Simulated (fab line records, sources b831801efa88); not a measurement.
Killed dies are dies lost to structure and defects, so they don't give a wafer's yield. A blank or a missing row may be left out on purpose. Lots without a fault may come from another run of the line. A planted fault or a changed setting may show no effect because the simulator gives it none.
One fault seen from 2 desks | flow sky130 | each desk has only its own numbers; what lay behind them comes last

THE METROLOGY DESK
What the gauges read, lot by lot, whatever tool the lot ran on: means of the sampled wafers that have a number. A lot is out of limits, marked OUT, if its mean lies more than 4 standard deviations from the usual mean; the brackets give that distance.
Columns: A = METAL5_ALCU_RS at SKY_METAL5_RS_MEAS_05, usual 0.0270 ohm/sq
lot  | first seen here | A
L801 | day 43 19:43    | 0.0269
L802 | day 43 23:11    | 0.0272
L803 | day 44 04:41    | 0.0267
L804 | day 44 15:00    | 0.0272
L806 | day 45 09:04    | 0.0270
L807 | day 45 10:52    | 0.0275
L809 | day 45 20:44    | 0.0271
L813 | day 46 23:52    | 0.0274
L817 | day 47 09:31    | 0.0273
L816 | day 47 10:32    | 0.0270
L819 | day 48 01:27    | 0.0263
L820 | day 48 07:10    | 0.0266
This desk's finding: nothing out of limits on any of the 12 lots.

THE TOOL OWNER'S DESK: plasma_asher-01
The tool's own readings at SKY_METAL4_STRIP_19 (strips in O2/N2): means of the sampled wafers that have a number, for each lot that ran on this tool. A lot is out of limits, marked OUT, if its mean lies more than 4 standard deviations from the usual mean; the brackets give that distance.
Columns: A = drypump_motor_current_A at SKY_METAL4_STRIP_19, usual 5.5 A; B = oes_product_au at SKY_METAL4_STRIP_19, usual 0.501 a.u.; C = strip_time_to_endpoint_s at SKY_METAL4_STRIP_19, usual 6.51 s
lot  | first seen here | A   | B     | C
L803 | day 43 03:46    | 5.3 | 0.502 | 6.51
L804 | day 43 15:27    | 5.4 | 0.506 | 6.61
L809 | day 44 20:48    | 5.4 | 0.504 | 6.56
L813 | day 45 23:57    | 5.3 | 0.497 | 6.51
This desk's finding: nothing out of limits on any of the 4 lots.

PUT TOGETHER
The metrology desk saw nothing out of limits.
The tool owner's desk saw nothing out of limits.

WHAT THE SIMULATOR HAD PUT IN
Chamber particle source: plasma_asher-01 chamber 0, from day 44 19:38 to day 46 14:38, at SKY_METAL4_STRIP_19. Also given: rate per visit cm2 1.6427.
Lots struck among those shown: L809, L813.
